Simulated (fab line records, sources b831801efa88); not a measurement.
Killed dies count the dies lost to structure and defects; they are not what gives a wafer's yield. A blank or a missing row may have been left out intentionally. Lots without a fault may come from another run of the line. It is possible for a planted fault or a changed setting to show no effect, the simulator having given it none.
Comparing a struck lot with a sound one || flow sky130 || 15 steps out of a route of 708
Sound: these wafers, L202.2, L202.5, L202.6. The struck wafers were L212.2, L212.4, L212.5. At the end, the cause is stated.
At each step with rows: each side's tool, then ch and its chambers, then its first start. Under that, the readings that differ: sound wafers || struck wafers || difference of the means || sigmas: that difference in standard deviations of wafers without a fault.
alike: readings whose means differ by less than 2 such deviations, and words and numbers that are the same on both sides. not compared: withheld readings, readings that some wafer has no value for, bounds like >300 that may hide the same value, and numbers for which the record gives no deviation and whose values overlap.
The two part at a step that has a row with sigmas, a row that says differs or no value, or rows on one side only. Numbers that have no deviation but don't overlap get no sigmas and don't part them. A reading that every wafer of one side lacks parts them only if that side has two wafers or more.

first, 3 steps without rows for these wafers: SKY_SONOS_ONO_WET_ETCH_18 (etches Si3N4 in H3PO4, target depth 15 nm, time 172 s); SKY_GATE_OXIDE_CLEAN_00 (cleans in SC1/SC2, time 150 s); SKY_GATE_OXIDE_OXIDATION_01 (stabilise 600 s, purge 300 s, target thk 10.268 nm).
SKY_GATE_OXIDE_THK_MEAS_02:
  struck on film_metro-02, day 18 13:49; sound on film_metro-02, day 14 18:22
  alike: GATE_OXIDE_OXIDATION_00_THK
then, 3 steps without rows for these wafers: SKY_GATE_OXIDE_DEHYDRATE_03 (time 60 s); SKY_GATE_OXIDE_HMDS_04 (prime time 60 s); SKY_GATE_OXIDE_COAT_05 (resist thk 1140 nm).
SKY_GATE_OXIDE_SOFTBAKE_06: time 61.92 s.
  sound on litho_track-01 ch 0, day 15 06:34; struck on litho_track-01 ch 0, day 19 04:25
  alike: plate_sensor_t_centre_C, plate_sensor_t_edge_C
then, 3 steps without rows for these wafers: SKY_GATE_OXIDE_EXPOSE_07 (exposes mask LVOM, target cd 600 nm); SKY_GATE_OXIDE_PEB_08; SKY_GATE_OXIDE_DEVELOP_09 (develop time 60 s).
SKY_GATE_OXIDE_OVL_MEAS_10:
  struck on overlay-01, day 19 20:04; sound on overlay-02, day 15 20:26
  alike: GATE_OXIDE_OVL
SKY_GATE_OXIDE_IMPLANT_11:
  sound on implanter-01 ch 0, day 15 20:29; struck on implanter-01 ch 0, day 19 20:07
{"reading": "dose_ions_cm2", "sound": "2.6036e+12 2.6049e+12 2.6057e+12", "struck": "2.8274e+12 2.8255e+12 2.8181e+12", "difference": "+2.1893e+11", "sigmas": "+75"}
{"reading": "faraday_current_uA", "sound": "14.72 14.40 14.30", "struck": "16.08 16.00 15.68", "difference": "+1.45", "sigmas": "+6"}
then, 1 step without rows for these wafers: SKY_GATE_OXIDE_WET_ETCH_12 (etches SiO2 in dHF, target depth 16.8 nm, time 336 s).
-- a jump in the record: the struck wafers' starts before and after are 30 days apart (it breaks off in module GATE_OXIDE and resumes in module PAD_OPEN, where the first step shown is number 708 of the route) --
SKY_PAD_OPEN_PROBE_99:
  struck on prober-01, day 49 19:55; sound on prober-02, day 47 12:34
{"reading": "model.etest.pfet_01v8_lvt.drive_ua_um", "sound": "175.4 174.4 178.3", "struck": "186.7 180 185.4", "difference": "+8.0", "sigmas": ""}
{"reading": "model.etest.pfet_01v8_lvt.off_log10_a_um", "sound": "-8.55 -8.686 -8.431", "struck": "-7.953 -8.012 -7.924", "difference": "+0.593", "sigmas": ""}
{"reading": "model.etest.pfet_01v8_mvt.off_log10_a_um", "sound": "-10.45 -10.27 -10.27", "struck": "-9.766 -10.16 -10.08", "difference": "+0.328", "sigmas": ""}
{"reading": "model.etest.pfet_01v8_lvt.vt_sat_v (V)", "sound": "-0.4162 -0.4243 -0.4091", "struck": "-0.3516 -0.3615 -0.3554", "difference": "+0.0604", "sigmas": ""}
{"reading": "model.etest.pfet_01v8_lvt.vt_v (V)", "sound": "-0.5047 -0.5093 -0.5048", "struck": "-0.4441 -0.4528 -0.4495", "difference": "+0.0575", "sigmas": ""}
{"reading": "model.etest.pfet_01v8_lvt.vt_long_v (V)", "sound": "-0.6244 -0.6256 -0.6254", "struck": "-0.5716 -0.5751 -0.5743", "difference": "+0.0515", "sigmas": ""}
  alike: killed_at_M0_to_M3, killed_at_M4_up, killed_at_contacts, killed_at_front_end, killed_at_other, killed_dies, killed_open, killed_short
  not compared: model.etest.pfet_01v8_mvt.drive_ua_um, model.etest.pfet_01v8_hvt.off_log10_a_um

## WHERE THEY PART
SKY_GATE_OXIDE_IMPLANT_11 only, going by this record. Later steps at which nothing parts them and some readings are alike: SKY_PAD_OPEN_PROBE_99.

WHY: whatever the simulator had introduced
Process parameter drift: implanter-01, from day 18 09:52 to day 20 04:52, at SKY_GATE_OXIDE_IMPLANT_11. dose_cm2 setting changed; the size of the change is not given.
